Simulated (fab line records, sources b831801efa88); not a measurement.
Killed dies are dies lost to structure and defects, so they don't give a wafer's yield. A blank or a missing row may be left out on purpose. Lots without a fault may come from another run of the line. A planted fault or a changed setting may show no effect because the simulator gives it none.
fab line records | flow gf180mcu
record lots=6 wafers=17 last_day=34
route steps=602 shown V3@445 M4@456
lots that met no fault: from a run of the same line without faults
start_h: hours from the record's first day to the start of the lot's first wafer shown | wait_h: hours since the lot's step before | " the same as in the row above | L1.1+2: a row that stands for several wafers | - no value, or no start given | * or withheld: withheld | < > ~ a bound
route shown NAME@n: a module of which the file shows steps, and the number in the route of the first | usual: mean/standard deviation of fault-free wafers | same: alike in all rows | chamber/n: place in a boat | sites: the reading at each site | _std_site: their standard deviation | _edge_site: outer sites' mean less inner sites' | radius_mm: how far each site lies from the wafer's centre | mask NAME#n: copy n | behind: the tool/chamber that last shaped the wafer | hold: why the lot was held/for how many hours/how that ended | device: the transistor (n, p or np) that didn't switch | end of line: the same wafers' tests at the end of the route | a step without rows: its recipe alone | killed: dies lost to structure and defects at the first sort, not the wafer's yield | map: a wafer's dies, x killed, . not, _ none there
set.NAME: the setting as run; set.NAME@STEP: as run at that earlier step | model.NAME: the simulator's own value behind a step, which no gauge read
lots at some steps of the route; a table a step, a row a wafer
services: from which hour (start_h, from the record's first day; less than 0 if before it) a tool's chamber was out of use, for how many hours, and why
## steps
# step GF_V3_ETCH_16
# recipe chemistry=N2/H2 target_depth_a=withheld overetch_a=withheld time_s=withheld target=BARC ion_energy_ev=200 source_w=500 bias_w=100 pressure_mtorr=30 n2_flow_sccm=100 h2_flow_sccm=200
# usual drypump_motor_current_A=5.7/0.48 n2_flow_sccm=100.0/0.34 oes_product_au=0.855/0.0048 rf_fwd_power_W=494.7/2.7 throttle_valve_pct=13.225/0.0096
# columns lot.wafer tool chamber start_h wait_h drypump_motor_current_A n2_flow_sccm oes_product_au rf_fwd_power_W throttle_valve_pct
L245.2 rie_diel-04 1 547.02 0.0 5.4 99.9 0.849 495.8 13.212
L245.5 " 2 " " 5.9 99.8 0.854 490.9 13.223
L245.6 " 1 " " 5.5 100.2 0.854 495.4 13.237
L251.3 rie_diel-04 3 600.74 0.0 6.1 99.8 0.850 497.4 13.228
L251.4 " 2 " " 6.0 99.7 0.854 491.8 13.239
L251.6 " 0 " " 5.5 100.5 0.857 495.1 13.218
L255.2 rie_diel-02 3 626.17 0.0 5.8 99.8 0.851 496.7 13.216
L255.4 " 0 " " 5.6 100.8 0.860 492.3 13.204
L255.5 " 0 " " 5.7 99.9 0.849 492.1 13.236
L258.3 rie_diel-04 2 646.57 0.0 6.0 99.5 0.847 493.0 13.233
L258.4 " 0 " " 5.5 99.6 0.856 496.5 13.233
L259.3 rie_diel-02 3 652.36 0.0 5.8 99.8 0.857 493.5 13.239
L259.5 " 3 " " 5.8 100.1 0.848 494.1 13.238
L259.6 " 2 " " 6.7 100.4 0.849 490.3 13.235
L264.1 rie_diel-03 2 688.26 0.0 4.8 100.0 0.856 498.3 13.206
L264.2 " 0 " " 6.2 99.8 0.854 493.3 13.243
L264.5 " 3 " " 5.3 100.0 0.853 497.3 13.228
# step GF_V3_ETCH_17
# recipe chemistry=C4F8/O2/Ar mask_material=KrF target=SiO2 stop_on=TiN source_w=1500 bias_w=1200 pressure_mtorr=40 c4f8_flow_sccm=withheld O2_flow_sccm=6 Ar_flow_sccm=300 time_s=withheld target_depth_a=6350
# step GF_V3_STRIP_18
# recipe chemistry=O2/N2 power_w=1400 pressure_mtorr=1500 platen_temp_c=250 o2_flow_sccm=3000 n2_flow_sccm=300 overash_fraction=0.5
# step GF_V3_STRIP_19
# recipe chemistry=post_etch_residue_remover time_s=1200 temp_c=72.5
# step GF_V3_CLEAN_20
# recipe chemistry=DIW dry=n2_spin
# step GF_V3_SPUTTER_21
# recipe material=Ti target_thk_nm=15 chamber_pressure_pa=5 power_w=2500 substrate_temp_c=200 time_s=80.02
# usual chamber_pressure_pa=5.001/0.0093 throttle_valve_pct=30.2/1.1
# columns lot.wafer tool chamber start_h wait_h chamber_pressure_pa throttle_valve_pct
L245.2 pvd_sputter-01 - 547.71 0.0 4.992 30.0
L245.5 " - " " 5.012 30.0
L245.6 " - " " 5.005 29.8
L251.3 pvd_sputter-04 - 601.40 0.0 4.995 29.5
L251.4 " - " " 4.994 28.7
L251.6 " - " " 4.983 28.8
L255.2 pvd_sputter-01 - 626.83 0.0 5.010 30.1
L255.4 " - " " 5.000 29.0
L255.5 " - " " 4.998 30.2
L258.3 pvd_sputter-02 - 647.27 0.0 4.992 29.6
L258.4 " - " " 5.002 31.3
L259.3 pvd_sputter-02 - 653.04 0.0 5.004 32.8
L259.5 " - " " 5.006 30.1
L259.6 " - " " 5.004 29.7
L264.1 pvd_sputter-04 - 688.95 0.0 5.008 29.6
L264.2 " - " " 4.990 31.6
L264.5 " - " " 5.002 28.9
# step GF_V3_SPUTTER_22
# recipe material=TiN target_thk_nm=10 chamber_pressure_pa=5 power_w=4000 time_s=40
# usual chamber_pressure_pa=5.001/0.01 throttle_valve_pct=30.2/1.1
# columns lot.wafer tool chamber start_h wait_h chamber_pressure_pa throttle_valve_pct
L245.2 pvd_sputter-01 - 547.77 0.0 4.979 29.9
L245.5 " - " " 5.008 30.2
L245.6 " - " " 4.990 30.1
L251.3 pvd_sputter-04 - 601.46 0.0 5.011 29.7
L251.4 " - " " 5.008 28.6
L251.6 " - " " 5.003 28.9
L255.2 pvd_sputter-01 - 626.90 0.0 4.994 30.1
L255.4 " - " " 5.015 29.0
L255.5 " - " " 4.998 30.0
L258.3 pvd_sputter-02 - 647.33 0.0 5.008 29.6
L258.4 " - " " 4.988 30.8
L259.3 pvd_sputter-02 - 653.10 0.0 5.012 32.3
L259.5 " - " " 4.994 30.1
L259.6 " - " " 4.996 29.6
L264.1 pvd_sputter-04 - 689.01 0.0 5.003 29.6
L264.2 " - " " 5.019 31.5
L264.5 " - " " 5.024 28.8
# step GF_V3_CVD_23
# recipe material=W target_thk_nm=350 time_s=104.9 temp_c=400 pressure_torr=40
# usual heater_power_w=862/83
# columns lot.wafer tool chamber start_h wait_h heater_power_w
L245.2 cvd_w-01 0 547.81 0.0 790
L245.5 " 1 " " 773
L245.6 " 0 " " 783
L251.3 cvd_w-02 0 601.54 0.1 964
L251.4 " 1 " " 914
L251.6 " 1 " " 923
L255.2 cvd_w-02 1 626.94 0.0 892
L255.4 " 1 " " 896
L255.5 " 1 " " 901
L258.3 cvd_w-02 1 647.41 0.1 901
L258.4 " 0 " " 986
L259.3 cvd_w-01 0 653.17 0.1 797
L259.5 " 1 " " 777
L259.6 " 0 " " 782
L264.1 cvd_w-01 1 689.05 0.0 789
L264.2 " 0 " " 789
L264.5 " 1 " " 781
# step GF_V3_RS_MEAS_24
# recipe thk_meas_gauge=four-point-probe reads=W_of_V3_CVD_23+TiN_of_V3_SPUTTER_22+Ti_of_V3_SPUTTER_21
# usual V3_W_RS=0.328/0.0041
# columns lot.wafer tool chamber start_h wait_h V3_W_RS[ohm/sq]
L245.2 film_metro-01 - 547.94 0.1 0.323
L245.5 " - " " 0.323
L245.6 " - " " 0.325
L251.3 film_metro-01 - 601.65 0.1 0.324
L251.4 " - " " 0.331
L251.6 " - " " 0.329
L255.2 film_metro-02 - 627.07 0.1 0.328
L255.4 " - " " 0.329
L255.5 " - " " 0.325
L258.3 film_metro-01 - 647.52 0.1 0.335
L258.4 " - " " 0.331
L259.3 film_metro-02 - 653.29 0.1 0.327
L259.5 " - " " 0.324
L259.6 " - " " 0.326
L264.1 film_metro-01 - 689.16 0.1 0.326
L264.2 " - " " 0.331
L264.5 " - " " 0.327
# step GF_V3_THK_MEAS_25
# recipe thk_meas_gauge=xrf reads=W_of_V3_CVD_23
# usual V3_W_THK=351/4.3
# columns lot.wafer tool chamber start_h wait_h V3_W_THK[nm]
L245.2 film_metro-01 - 548.05 0.1 355
L245.5 " - " " 356
L245.6 " - " " 352
L251.3 film_metro-01 - 601.75 0.1 358
L251.4 " - " " 349
L251.6 " - " " 348
L255.2 film_metro-02 - 627.18 0.1 348
L255.4 " - " " 350
L255.5 " - " " 355
L258.3 film_metro-01 - 647.62 0.1 341
L258.4 " - " " 347
L259.3 film_metro-02 - 653.39 0.1 356
L259.5 " - " " 361
L259.6 " - " " 356
L264.1 film_metro-01 - 689.28 0.1 355
L264.2 " - " " 350
L264.5 " - " " 353
# step GF_V3_CMP_26
# recipe stop_on=SiO2 down_force_psi=3.5 platen_rpm=60 t_overpolish_s=15 target_thk_nm=0 pad_velocity_m_s=0.94248
# step GF_M4_SPUTTER_00
# recipe material=Ti target_thk_nm=37.5 arriving_ion_energy_ev=80 substrate_temp_c=200 chamber_pressure_pa=2 power_w=4000 time_s=150
# step GF_M4_SPUTTER_01
# recipe material=TiN target_thk_nm=30 power_w=6500 time_s=25 chamber_pressure_pa=0.4
# usual chamber_pressure_pa=0.4000/0.00077 throttle_valve_pct=30.0/1.2
# columns lot.wafer tool chamber start_h wait_h chamber_pressure_pa throttle_valve_pct model.TiN_of_M4_SPUTTER_01.thk_nm
L245.2 pvd_sputter-04 - 548.50 0.1 0.3997 29.5 30.24
L245.5 " - " " 0.4007 29.6 30.52
L245.6 " - " " 0.4001 28.9 29.86
L251.3 pvd_sputter-03 - 602.19 0.1 0.4005 31.0 30.48
L251.4 " - " " 0.3992 31.5 30.6
L251.6 " - " " 0.3996 31.8 30.75
L255.2 pvd_sputter-03 - 627.63 0.1 0.3994 27.6 29.95
L255.4 " - " " 0.4008 31.5 30.3
L255.5 " - " " 0.3993 31.1 30.13
L258.3 pvd_sputter-04 - 648.06 0.1 0.3992 28.9 22.42
L258.4 " - " " 0.3993 31.4 22.4
L259.3 pvd_sputter-04 - 653.83 0.1 0.3991 29.7 23.12
L259.5 " - " " 0.4007 29.4 30.29
L259.6 " - " " 0.3998 28.9 30
L264.1 pvd_sputter-01 - 689.74 0.1 0.4010 29.0 30.32
L264.2 " - " " 0.4007 30.8 29.64
L264.5 " - " " 0.4009 30.6 30.04
# step GF_M4_SPUTTER_02
# recipe material=AlCu target_thk_nm=450 power_w=10600 time_s=23.9 chamber_pressure_pa=0.4
# usual chamber_pressure_pa=0.4000/0.00077 throttle_valve_pct=30.0/1.2
# columns lot.wafer tool chamber start_h wait_h chamber_pressure_pa throttle_valve_pct
L245.2 pvd_sputter-04 - 548.53 0.0 0.4019 29.8
L245.5 " - " " 0.3997 29.4
L245.6 " - " " 0.4004 29.0
L251.3 pvd_sputter-03 - 602.23 0.0 0.3999 31.3
L251.4 " - " " 0.3995 31.6
L251.6 " - " " 0.4004 31.3
L255.2 pvd_sputter-03 - 627.66 0.0 0.4000 27.7
L255.4 " - " " 0.4007 31.6
L255.5 " - " " 0.4001 31.2
L258.3 pvd_sputter-04 - 648.09 0.0 0.3996 29.0
L258.4 " - " " 0.3990 31.4
L259.3 pvd_sputter-04 - 653.86 0.0 0.3997 29.8
L259.5 " - " " 0.3993 29.5
L259.6 " - " " 0.4010 28.9
L264.1 pvd_sputter-01 - 689.78 0.0 0.4011 29.3
L264.2 " - " " 0.4002 30.8
L264.5 " - " " 0.4000 30.8
## services
# columns tool chamber start_h hours kind
pvd_sputter-01 1 533.25 - consumable_replace:kit
pvd_sputter-01 1 533.25 18.0 scheduled_down
pvd_sputter-01 1 533.25 18.0 vent_cycle
rie_diel-03 - 555.13 28.1 pm
rie_diel-04 - 578.12 10.9 repair
rie_diel-03 2 588.51 30.4 repair
rie_diel-03 1 598.41 11.7 repair
cvd_w-01 - 598.70 1.9 repair
cvd_w-02 1 602.86 9.9 repair
cvd_w-01 - 605.22 1.0 repair
pvd_sputter-03 3 606.41 - consumable_replace:kit
pvd_sputter-03 3 606.41 18.0 scheduled_down
cvd_w-02 - 619.48 0.5 repair
pvd_sputter-02 - 623.37 4.4 repair
pvd_sputter-02 - 628.58 6.3 repair
pvd_sputter-01 - 636.76 1.4 repair
rie_diel-02 2 637.44 5.2 repair
pvd_sputter-01 0 639.97 - consumable_replace:kit
pvd_sputter-01 0 639.97 18.0 scheduled_down
pvd_sputter-01 0 639.97 18.0 vent_cycle
rie_diel-04 - 650.37 2.8 pm
rie_diel-02 3 672.88 9.9 repair
rie_diel-02 - 676.60 2.9 repair
rie_diel-02 - 678.99 0.5 repair
## key
first_sign none at tools or gauges
model_effect step=GF_M4_SPUTTER_01 value=TiN_of_M4_SPUTTER_01.thk_nm without=29.95 struck=22.65
met_at GF_M4_SPUTTER_01
struck_wafers L258.3,L258.4,L259.3
onset_between 548.50 648.06
fault kind=process_parameter_drift tool=pvd_sputter-04 chamber=- onset_h=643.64 steps=GF_M4_SPUTTER_01 channel=target_thk_nm offset=-7.3017 shape=step end_h=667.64 scope=struck_wafers_only acts_in=these_recipes_only stated=30
